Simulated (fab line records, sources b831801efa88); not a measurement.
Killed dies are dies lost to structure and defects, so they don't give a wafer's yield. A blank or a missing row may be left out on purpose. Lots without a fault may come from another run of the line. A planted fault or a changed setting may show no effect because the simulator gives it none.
fab line records | flow sky130
record lots=5 wafers=14 last_day=50
route steps=708 shown VIA2@521 METAL3@532 PAD_OPEN@708
lots that met no fault: from a run of the same line without faults
start_h: hours from the record's first day to the start of the lot's first wafer shown | wait_h: hours since the lot's step before | " the same as in the row above | L1.1+2: a row that stands for several wafers | - no value, or no start given | * or withheld: withheld | < > ~ a bound
route shown NAME@n: a module of which the file shows steps, and the number in the route of the first | usual: mean/standard deviation of fault-free wafers | same: alike in all rows | chamber/n: place in a boat | sites: the reading at each site | _std_site: their standard deviation | _edge_site: outer sites' mean less inner sites' | radius_mm: how far each site lies from the wafer's centre | mask NAME#n: copy n | behind: the tool/chamber that last shaped the wafer | hold: why the lot was held/for how many hours/how that ended | device: the transistor (n, p or np) that didn't switch | end of line: the same wafers' tests at the end of the route | a step without rows: its recipe alone | killed: dies lost to structure and defects at the first sort, not the wafer's yield | map: a wafer's dies, x killed, . not, _ none there
set.NAME: the setting as run; set.NAME@STEP: as run at that earlier step | model.NAME: the simulator's own value behind a step, which no gauge read
lots at some steps of the route; a table a step, a row a wafer
services: from which hour (start_h, from the record's first day; less than 0 if before it) a tool's chamber was out of use, for how many hours, and why
## steps
# step SKY_VIA2_ETCH_14
# recipe chemistry=N2/H2 target=BARC ion_energy_ev=200 source_w=500 bias_w=100 pressure_mtorr=30 n2_flow_sccm=100 h2_flow_sccm=200 stop_on=SiO2 time_s=45.9 target_depth_a=600
# step SKY_VIA2_ETCH_15
# recipe target=SiO2 chemistry=C4F8/O2/Ar target_depth_nm=546 stop_on=TiN mask_material=KrF-thick source_w=1500 bias_w=1200 pressure_mtorr=40 c4f8_flow_sccm=withheld O2_flow_sccm=6 Ar_flow_sccm=300 time_s=84
# usual oes_product_au=0.940/0.0046
# columns lot.wafer tool chamber start_h wait_h oes_product_au rf_hours_counter_h
L244.2 rie_diel-03 0 861.31 0.0 0.945 7
L244.4 " 2 " " 0.935 7
L244.6 " 2 " " 0.937 -
L253.1 rie_diel-03 1 937.20 0.0 0.935 13
L253.4 " 0 " " 0.941 9
L253.5 " 3 " " 0.946 -
L255.3 rie_diel-02 3 968.45 0.0 0.941 12
L255.4 " 2 " " 0.938 13
L255.5 " 3 " " 0.925 -
L256.2 rie_diel-04 1 969.26 0.0 0.942 19
L256.4 " 0 " " 0.945 12
L264.2 rie_diel-04 2 1004.26 0.0 0.936 10
L264.3 " 0 " " 0.942 13
L264.6 " 1 " " 0.946 -
# step SKY_VIA2_STRIP_16
# recipe chemistry=O2/N2 power_w=1400 pressure_mtorr=1500 platen_temp_c=withheld o2_flow_sccm=3000 n2_flow_sccm=300 overash_fraction=0.5
# usual drypump_motor_current_A=6.09/0.24 n2_flow_sccm=300.0/0.9 oes_product_au=0.397/0.0048 strip_time_to_endpoint_s=4.035/0.029
# columns lot.wafer tool chamber start_h wait_h drypump_motor_current_A n2_flow_sccm oes_product_au rf_hours_counter_h strip_time_to_endpoint_s
L244.2 plasma_asher-03 0 861.37 0.0 5.96 299.5 0.392 42 4.016
L244.4 " 0 " " 5.98 299.3 0.401 - 4.001
L244.6 " 0 " " 5.96 300.7 0.402 - 4.009
L253.1 plasma_asher-02 1 937.26 0.0 6.51 299.6 0.391 17 3.991
L253.4 " 1 " " 6.52 299.6 0.396 - 4.040
L253.5 " 1 " " 6.51 298.7 0.394 - 4.015
L255.3 plasma_asher-01 1 968.54 0.1 6.37 300.7 0.393 - 4.072
L255.4 " 0 " " 5.81 301.3 0.404 - 4.071
L255.5 " 1 " " 6.36 299.4 0.396 - 4.074
L256.2 plasma_asher-02 1 969.32 0.0 6.54 299.7 0.403 20 4.051
L256.4 " 1 " " 6.56 298.8 0.395 - 4.050
L264.2 plasma_asher-03 1 1004.32 0.0 6.17 299.1 0.402 57 4.004
L264.3 " 0 " " 5.97 301.0 0.407 - 4.028
L264.6 " 1 " " 6.15 299.7 0.405 - 4.051
# step SKY_VIA2_STRIP_17
# recipe chemistry=post_etch_residue_remover time_s=1200 temp_c=72.5
# step SKY_VIA2_CLEAN_18
# recipe chemistry=IPA time_s=180 temp_c=25
# step SKY_VIA2_CLEAN_19
# recipe chemistry=O3/DIW dry=n2_spin
# step SKY_VIA2_SPUTTER_20
# recipe material=TiN target_thk_nm=20 chamber_pressure_pa=5 power_w=4000 time_s=80
# usual throttle_valve_pct=30.2/0.97
# columns lot.wafer tool chamber start_h wait_h throttle_valve_pct
L244.2 pvd_sputter-01 - 862.41 0.0 29.3
L244.4 " - " " 30.9
L244.6 " - " " 30.9
L253.1 pvd_sputter-01 - 937.85 0.0 30.5
L253.4 " - " " 31.2
L253.5 " - " " 29.2
L255.3 pvd_sputter-01 - 969.11 0.0 31.1
L255.4 " - " " 29.3
L255.5 " - " " 28.6
L256.2 pvd_sputter-03 - 969.96 0.0 31.6
L256.4 " - " " 29.6
L264.2 pvd_sputter-01 - 1004.97 0.0 30.9
L264.3 " - " " 28.8
L264.6 " - " " 31.1
# step SKY_VIA2_CVD_21
# recipe material=W target_thk_nm=420 time_s=126.4 temp_c=400 pressure_torr=40
# step SKY_VIA2_RS_MEAS_22
# recipe thk_meas_gauge=four-point-probe reads=W_of_VIA2_CVD_21+TiN_of_VIA2_SPUTTER_20
# usual VIA2_W_RS=0.2734/0.003
# columns lot.wafer tool chamber start_h wait_h VIA2_W_RS[ohm/sq]
L244.2 film_metro-03 - 862.62 0.1 0.2710
L244.4 " - " " 0.2722
L244.6 " - " " 0.2736
L253.1 film_metro-04 - 938.04 0.1 0.2765
L253.4 " - " " 0.2769
L253.5 " - " " 0.2745
L255.3 film_metro-01 - 969.34 0.1 0.2743
L255.4 " - " " 0.2767
L255.5 " - " " 0.2782
L256.2 film_metro-03 - 970.22 0.2 0.2788
L256.4 " - " " 0.2743
L264.2 film_metro-03 - 1005.18 0.1 0.2708
L264.3 " - " " 0.2751
L264.6 " - " " 0.2739
# step SKY_VIA2_THK_MEAS_23
# recipe thk_meas_gauge=xrf reads=W_of_VIA2_CVD_21
# usual VIA2_W_THK=420/6.3
# columns lot.wafer tool chamber start_h wait_h VIA2_W_THK[nm]
L244.2 film_metro-03 - 862.73 0.1 416
L244.4 " - " " 416
L244.6 " - " " 413
L253.1 film_metro-04 - 938.16 0.1 420
L253.4 " - " " 418
L253.5 " - " " 423
L255.3 film_metro-01 - 969.44 0.1 425
L255.4 " - " " 419
L255.5 " - " " 419
L256.2 film_metro-03 - 970.33 0.1 413
L256.4 " - " " 420
L264.2 film_metro-03 - 1005.29 0.1 423
L264.3 " - " " 419
L264.6 " - " " 417
# step SKY_VIA2_CMP_24
# recipe stop_on=SiO2 t_overpolish_s=20 down_force_psi=3.5 platen_rpm=60 target_thk_nm=0 pad_velocity_m_s=0.94248
# usual motor_current_A=11.3/1.3 overpolish_run_s=20.001/0.0093 time_to_endpoint_s=101.3/2.7
# columns lot.wafer tool chamber start_h wait_h motor_current_A overpolish_run_s time_to_endpoint_s
L244.2 cmp-02 2 862.83 0.1 12.8 20.005 102.1
L244.4 " 0 " " 11.0 19.999 100.1
L244.6 " 2 " " 12.8 19.988 102.3
L253.1 cmp-01 0 938.27 0.1 11.5 19.998 100.0
L253.4 " 2 " " 9.4 20.002 98.9
L253.5 " 3 " " 12.6 19.988 97.5
L255.3 cmp-02 0 969.48 0.0 10.7 20.005 102.9
L255.4 " 2 " " 12.8 19.993 101.2
L255.5 " 0 " " 10.4 19.985 101.4
L256.4 cmp-02 3 970.48 0.1 9.5 20.002 105.9
L256.2 " 0 " " 10.9 19.995 99.4
L264.2 cmp-01 2 1008.02 2.7 9.0 20.011 103.0
L264.3 " 1 " " 12.0 20.001 95.7
L264.6 " 2 " " 9.4 19.995 100.4
# step SKY_METAL3_SPUTTER_00
# recipe material=Ti target_thk_nm=15 power_w=3000 time_s=10 chamber_pressure_pa=0.4
# step SKY_METAL3_SPUTTER_01
# recipe material=TiN target_thk_nm=20 power_w=6500 time_s=16.7 chamber_pressure_pa=0.4
# usual throttle_valve_pct=30.4/1.3
# columns lot.wafer tool chamber start_h wait_h throttle_valve_pct model.TiN_of_METAL3_SPUTTER_01.thk_nm
L244.2 pvd_sputter-02 - 863.10 0.0 29.0 19.71
L244.4 " - " " 30.8 20.26
L244.6 " - " " 29.3 19.82
L253.1 pvd_sputter-04 - 938.54 0.0 29.2 20.04
L253.4 " - " " 33.2 19.77
L253.5 " - " " 29.0 20.05
L255.3 pvd_sputter-02 - 969.80 0.0 30.9 20.26
L255.4 " - " " 29.5 19.89
L255.5 " - " " 31.8 19.89
L256.2 pvd_sputter-04 - 970.70 0.0 29.4 19.8
L256.4 " - " " 33.3 33.44
L264.2 pvd_sputter-01 - 1008.35 0.0 30.5 20.05
L264.3 " - " " 30.5 20.04
L264.6 " - " " 29.1 19.59
# step SKY_METAL3_SPUTTER_02
# recipe material=AlCu target_thk_nm=735 power_w=10600 time_s=39.1 chamber_pressure_pa=0.4
# usual throttle_valve_pct=30.4/1.4
# columns lot.wafer tool chamber start_h wait_h throttle_valve_pct
L244.2 pvd_sputter-02 - 863.13 0.0 29.5
L244.4 " - " " 30.7
L244.6 " - " " 29.1
L253.1 pvd_sputter-04 - 938.57 0.0 29.4
L253.4 " - " " 33.1
L253.5 " - " " 29.1
L255.3 pvd_sputter-02 - 969.83 0.0 30.7
L255.4 " - " " 29.3
L255.5 " - " " 31.5
L256.2 pvd_sputter-04 - 970.73 0.0 28.8
L256.4 " - " " 33.0
L264.2 pvd_sputter-01 - 1008.37 0.0 30.5
L264.3 " - " " 30.8
L264.6 " - " " 28.9
# step SKY_PAD_OPEN_PROBE_99
# usual defect_limited_yield=82.7/1.8 killed_at_M0_to_M3=44/6.8 killed_at_M4_up=3.2/1.7 killed_at_contacts=24/4.9 killed_at_front_end=14/4.1 killed_at_other=0.2/0.51 killed_dies=85/8.7 killed_open=46/6.8 killed_short=39/6.1 sort_bin_3_pad_short=0.9/0.43 sort_bin_5_function=10.1/1.4 sort_bin_6_memory=6.3/1.1 sort_n_pass=407/8.7 sort_yield_pct=82.7/1.8
# same gross_dies=492 killed_at_back_side=0 sort_bin_4_leakage[%]=0 sort_bin_8_speed[%]=0
# columns lot.wafer tool chamber start_h wait_h defect_limited_yield[%] killed_at_M0_to_M3 killed_at_M4_up killed_at_contacts killed_at_front_end killed_at_other killed_dies killed_open killed_short sort_bin_3_pad_short[%] sort_bin_5_function[%] sort_bin_6_memory[%] sort_n_pass sort_yield_pct[%]
L253.1 prober-02 - 1144.66 0.1 81.5 53 4 19 15 0 91 50 41 0.8 10.0 7.7 401 81.5
L253.4 prober-02 - 1144.81 0.2 81.3 53 1 21 17 0 92 51 41 0.2 11.6 6.9 400 81.3
L253.5 prober-02 - 1144.86 0.2 84.6 46 3 16 11 0 76 51 25 0.6 9.8 5.1 416 84.6
L255.3 prober-02 - 1168.32 0.2 83.7 36 2 27 15 0 80 36 44 1.4 10.0 4.9 412 83.7
L255.4 prober-02 - 1168.37 0.2 83.9 38 4 25 11 1 79 40 39 1.4 8.7 5.9 413 83.9
L255.5 prober-02 - 1168.42 0.2 81.3 47 2 25 18 0 92 55 37 0.4 11.0 7.3 400 81.3
L264.2 prober-01 - 1196.51 0.1 83.1 40 3 27 13 0 83 46 37 0.6 8.9 7.3 409 83.1
L264.3 prober-01 - 1196.56 0.2 81.1 53 4 20 15 1 93 47 46 0.6 9.3 8.9 399 81.1
L264.6 prober-01 - 1196.71 0.2 84.1 34 3 25 16 0 78 48 30 0.8 9.6 5.5 414 84.1
# killed by level:class
L253.1 VIA1:geometric_particle:open=16 VIA3:geometric_particle:open=12 LI_CONTACT:geometric_particle:open=5 CONTACT:geometric_particle:open=5 METAL1:geometric_particle:short=5 VIA2:geometric_particle:open=5 SPACER:geometric_particle:short=4 LOCAL_INTERCONNECT:geometric_particle:short=4
L253.4 VIA1:geometric_particle:open=16 METAL2:geometric_particle:short=9 CONTACT:geometric_particle:open=8 LI_CONTACT:geometric_particle:open=7 METAL1:geometric_particle:short=6 VIA1:geometric_particle:short=5 VIA2:geometric_particle:open=5 POLY_GATE:geometric_particle:open=4
L253.5 VIA1:geometric_particle:open=13 VIA3:geometric_particle:open=10 METAL1:geometric_particle:short=8 CONTACT:geometric_particle:open=7 LI_CONTACT:geometric_particle:open=5 VIA2:geometric_particle:open=5 POLY_GATE:geometric_particle:open=4 CONTACT:geometric_particle:short=3
L255.3 CONTACT:geometric_particle:open=7 LI_CONTACT:geometric_particle:open=7 VIA3:geometric_particle:open=7 LOCAL_INTERCONNECT:geometric_particle:short=7 FIELD_ISO:geometric_particle:short=5 VIA2:geometric_particle:open=5 METAL1:geometric_particle:short=5 VIA1:geometric_particle:short=5
L255.4 VIA1:geometric_particle:open=7 VIA3:geometric_particle:open=7 LI_CONTACT:geometric_particle:open=6 LI_CONTACT:geometric_particle:short=6 VIA2:geometric_particle:open=5 CONTACT:geometric_particle:short=5 METAL2:geometric_particle:short=5 FIELD_ISO:geometric_particle:short=4
L255.5 VIA1:geometric_particle:open=10 CONTACT:geometric_particle:open=10 METAL1:geometric_particle:short=9 FIELD_ISO:geometric_particle:open=8 METAL2:geometric_particle:short=7 METAL1:geometric_particle:open=6 FIELD_ISO:geometric_particle:short=4 LI_CONTACT:geometric_particle:open=4
L264.2 VIA1:geometric_particle:open=11 METAL1:geometric_particle:short=8 LI_CONTACT:geometric_particle:open=8 CONTACT:geometric_particle:open=8 LI_CONTACT:geometric_particle:short=5 LOCAL_INTERCONNECT:geometric_particle:short=5 VIA2:geometric_particle:open=4 FIELD_ISO:geometric_particle:short=3
L264.3 VIA1:geometric_particle:open=13 METAL2:geometric_particle:short=12 CONTACT:geometric_particle:open=11 METAL1:geometric_particle:short=6 FIELD_ISO:geometric_particle:open=4 POLY_GATE:geometric_particle:open=4 LI_CONTACT:geometric_particle:open=4 VIA1:geometric_particle:short=4
L264.6 VIA1:geometric_particle:open=14 CONTACT:geometric_particle:open=11 LI_CONTACT:geometric_particle:open=8 POLY_GATE:geometric_particle:open=5 POLY_GATE:geometric_particle:short=4 CONTACT:geometric_particle:short=4 FIELD_ISO:geometric_particle:short=3 METAL2:geometric_particle:short=3
## services
# columns tool chamber start_h hours kind
rie_diel-04 0 837.38 3.6 repair
rie_diel-03 2 854.63 4.4 repair
cmp-01 - 860.22 4.5 repair
rie_diel-04 0 862.77 3.0 repair
rie_diel-02 0 865.09 16.8 repair
pvd_sputter-01 - 865.49 0.9 repair
rie_diel-02 1 878.72 16.1 repair
cmp-01 - 880.50 1.1 repair
cmp-01 - 907.57 6.3 repair
plasma_asher-01 - 909.84 1.5 repair
rie_diel-04 3 913.90 3.4 repair
cmp-01 - 925.51 4.0 pm
plasma_asher-02 - 929.22 0.9 repair
cmp-01 - 929.51 - consumable_replace:conditioner
cmp-01 - 929.51 - consumable_replace:pad
cmp-01 - 931.54 3.7 repair
pvd_sputter-01 - 957.19 4.6 repair
rie_diel-02 0 964.82 3.1 repair
plasma_asher-01 - 965.19 2.8 pm
pvd_sputter-01 - 973.62 3.5 repair
cmp-02 - 997.67 7.2 pm
cmp-01 - 998.91 5.8 repair
pvd_sputter-02 - 1001.67 3.8 repair
cmp-02 - 1005.79 11.9 pm
## key
first_sign none at tools or gauges
model_effect step=SKY_METAL3_SPUTTER_01 value=TiN_of_METAL3_SPUTTER_01.thk_nm without=19.49 struck=33.44
met_at SKY_METAL3_SPUTTER_01
struck_wafers L256.4
onset_between 938.54 970.70
fault kind=process_parameter_drift tool=pvd_sputter-04 chamber=- onset_h=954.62 steps=SKY_METAL3_SPUTTER_01 channel=target_thk_nm offset=13.95 shape=step end_h=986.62 scope=struck_wafers_only acts_in=these_recipes_only stated=20
